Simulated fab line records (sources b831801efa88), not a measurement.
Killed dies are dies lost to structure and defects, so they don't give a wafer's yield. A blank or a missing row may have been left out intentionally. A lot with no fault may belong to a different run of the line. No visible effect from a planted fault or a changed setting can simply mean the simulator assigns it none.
The tool behind it: which one? / flow sky130 / Sampling: 6 lots, 18 wafers, 2 of 708 route steps

## WHAT THE GAUGES SHOWED, per wafer
SKY_VT_ADJUST_NCORE_TW_MEAS_11.
lot=L833; measured=day 9 05:32; on=filmMetro-01; VT_ADJUST_NCORE_TW=219.1 219.1 219.8
lot=L837; measured=day 10 10:52; on=filmMetro-03; VT_ADJUST_NCORE_TW=220.6 220.5 220.5
lot=L841; measured=day 11 13:05; on=filmMetro-01; VT_ADJUST_NCORE_TW=266.2 267.2 265.7
lot=L846; measured=day 12 22:59; on=filmMetro-03; VT_ADJUST_NCORE_TW=221.3 221.3 221.1
lot=L849; measured=day 13 18:45; on=filmMetro-03; VT_ADJUST_NCORE_TW=219.7 219.2 218.9
lot=L854; measured=day 15 12:25; on=filmMetro-03; VT_ADJUST_NCORE_TW=220.8 219.2 220.6

## WHICH TOOL RAN EACH LOT (tool, then ch and the chambers of the sampled wafers, then the start)
lot=L833; SKY_VT_ADJUST_NCORE_IMPLANT_09=implanter-04 ch 0, day 9 05:17
lot=L837; SKY_VT_ADJUST_NCORE_IMPLANT_09=implanter-04 ch 0, day 10 10:37
lot=L841; SKY_VT_ADJUST_NCORE_IMPLANT_09=implanter-02 ch 0, day 11 12:19
lot=L846; SKY_VT_ADJUST_NCORE_IMPLANT_09=implanter-03 ch 0, day 12 22:44
lot=L849; SKY_VT_ADJUST_NCORE_IMPLANT_09=implanter-03 ch 0, day 13 18:28
lot=L854; SKY_VT_ADJUST_NCORE_IMPLANT_09=implanter-03 ch 0, day 15 12:10
- SKY_VT_ADJUST_NCORE_IMPLANT_09

## THE ANSWER, worked out from the rows above alone
Rule: the lots themselves supply what counts as usual. Put in order of their means at a reading, lots are off if they are a third of the lots or fewer, leave a main group of 4 or more, and stand apart from it by a gap of 3 or more times the standard deviation of the main group's means; of several such gaps the widest counts. A main group is skipped when, at the precision printed for the reading in the tables above, its means are all equal. Also off: a lot with no number at a reading for which 4 or more lots have one. The other lots that the step has rows for count as sound.
Off: L841, at SKY_VT_ADJUST_NCORE_TW_MEAS_11 (VT_ADJUST_NCORE_TW). The main group has a mean of 220.1 with a standard deviation of 0.74.
If a tool, at a process step before that reading, ran all the lots that are off and no sound lot after the first of them, it fits. Those tools and the gauges at SKY_VT_ADJUST_NCORE_TW_MEAS_11 are tried in the same way. This does not decide it: 2 tools fit, namely implanter-02 at SKY_VT_ADJUST_NCORE_IMPLANT_09 and filmMetro-01 at SKY_VT_ADJUST_NCORE_TW_MEAS_11.

## WHAT THE SIMULATOR HAD INSERTED
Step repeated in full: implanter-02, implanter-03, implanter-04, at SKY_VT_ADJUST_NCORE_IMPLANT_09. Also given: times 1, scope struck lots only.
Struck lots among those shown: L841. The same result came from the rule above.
